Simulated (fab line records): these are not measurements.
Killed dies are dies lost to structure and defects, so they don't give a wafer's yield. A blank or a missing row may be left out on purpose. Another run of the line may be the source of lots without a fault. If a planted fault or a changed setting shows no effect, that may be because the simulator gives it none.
The tool behind it: which one? :: flow sky130 :: 12 lots, 36 wafers sampled, at 1 step of a route of 708

== WHAT THE GAUGES READ, wafer by wafer ==
SKY_NWELL_THK_MEAS_02.
lot: L075
measured: day 2 16:58
on: film metro-01
NWELL_OXIDATION_THK (nm): 10.45 10.22 10.30

lot: L077
measured: day 3 06:13
on: film metro-04
NWELL_OXIDATION_THK (nm): 10.18 10.11 10.09

lot: L079
measured: day 3 15:02
on: film metro-01
NWELL_OXIDATION_THK (nm): 10.30 10.33 9.93

lot: L081
measured: day 4 01:02
on: film metro-04
NWELL_OXIDATION_THK (nm): 10.00 9.98 9.87

lot: L083
measured: day 4 09:01
on: film metro-01
NWELL_OXIDATION_THK (nm): 9.97 9.91 10.07

lot: L085
measured: day 4 20:59
on: film metro-04
NWELL_OXIDATION_THK (nm): 9.78 10.00 9.78

lot: L087
measured: day 5 08:43
on: film metro-02
NWELL_OXIDATION_THK (nm): 9.87 9.97 10.04

lot: L089
measured: day 5 20:22
on: film metro-02
NWELL_OXIDATION_THK (nm): 9.88 9.65 9.97

lot: L091
measured: day 6 06:50
on: film metro-01
NWELL_OXIDATION_THK (nm): 10.02 9.87 10.02

lot: L093
measured: day 6 16:28
on: film metro-04
NWELL_OXIDATION_THK (nm): 9.95 9.89 9.80

lot: L095
measured: day 7 04:16
on: film metro-02
NWELL_OXIDATION_THK (nm): 10.59 10.24 10.31

lot: L097
measured: day 7 13:42
on: film metro-02
NWELL_OXIDATION_THK (nm): 9.96 10.16 10.25

== WHICH TOOL RAN EACH LOT (tool, then ch and the chambers of the sampled wafers, then the start) ==
There is no process step in the record ahead of these readings.

== THE ANSWER, worked out from the rows above alone ==
Rule: the lots themselves supply what counts as usual. Put in order of their means at a reading, lots are off if they are a third of the lots or fewer, leave a main group of 4 or more, and stand apart from it by a gap of 3 or more times the standard deviation of the main group's means; of several such gaps the widest counts. If all means in a main group match to the digits the tables above print for the reading, that group is not used. Also off: a lot with no number at a reading for which 4 or more lots have one. Any other lot the step has rows for is counted as sound.
No lot is off at any reading shown: from this, nothing can be told.

== WHAT THE SIMULATOR HAD PUT IN ==
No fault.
